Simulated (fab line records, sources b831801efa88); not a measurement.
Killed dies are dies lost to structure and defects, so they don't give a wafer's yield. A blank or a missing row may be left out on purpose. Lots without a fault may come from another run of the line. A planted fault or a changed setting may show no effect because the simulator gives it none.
Chamber matching | flow gf180mcu | GF_STI_ETCH_14 on rie_si-01: 4 sister chambers
The step etches Si in HBr/Cl2/O2, target depth 360 nm, time 102.9 s. 4 wafers are shown with their chamber, then 7 later ones without.

WAFERS WITH THEIR CHAMBER
wafer  | chamber | drypump_motor_current_A (A)
L746.5 | 2       | 5.61
L746.6 | 1       | 5.67
L753.1 | 3       | 5.74
L753.2 | 0       | 5.81

WAFERS WITHOUT THEIR CHAMBER
wafer  | drypump_motor_current_A (A)
L753.6 | 5.59
L754.2 | 5.75
L754.4 | 5.79
L754.5 | 5.56
L763.2 | 5.61
L763.3 | 5.81
L763.5 | 5.82

WHICH CHAMBER EACH WENT THROUGH
wafer  | from the rows above     | in truth
L753.6 | 2                       | 2
L754.2 | 3                       | 3
L754.4 | can't be placed: 0 or 3 | 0
L754.5 | 2                       | 2
L763.2 | 2                       | 2
L763.3 | 0                       | 0
L763.5 | 0                       | 0
Placed correctly: 6 of 7. Can't be placed from these rows: 1 (the true chamber is among the candidates in 1). Placed wrongly: 0.
How it was worked out, from the rows above alone: a wafer's distance from a chamber is the root of the sum, over the readings, of the square of ((its reading less the chamber's mean) divided by the reading's scatter). The wafer belongs to the nearest chamber; if the next one is less than 2 further off, it can't be placed. A chamber's mean is the mean of its shown wafers. The scatter: with one shown wafer a chamber, the root of the mean of the squares of how far each hidden wafer lies from its nearest shown one.
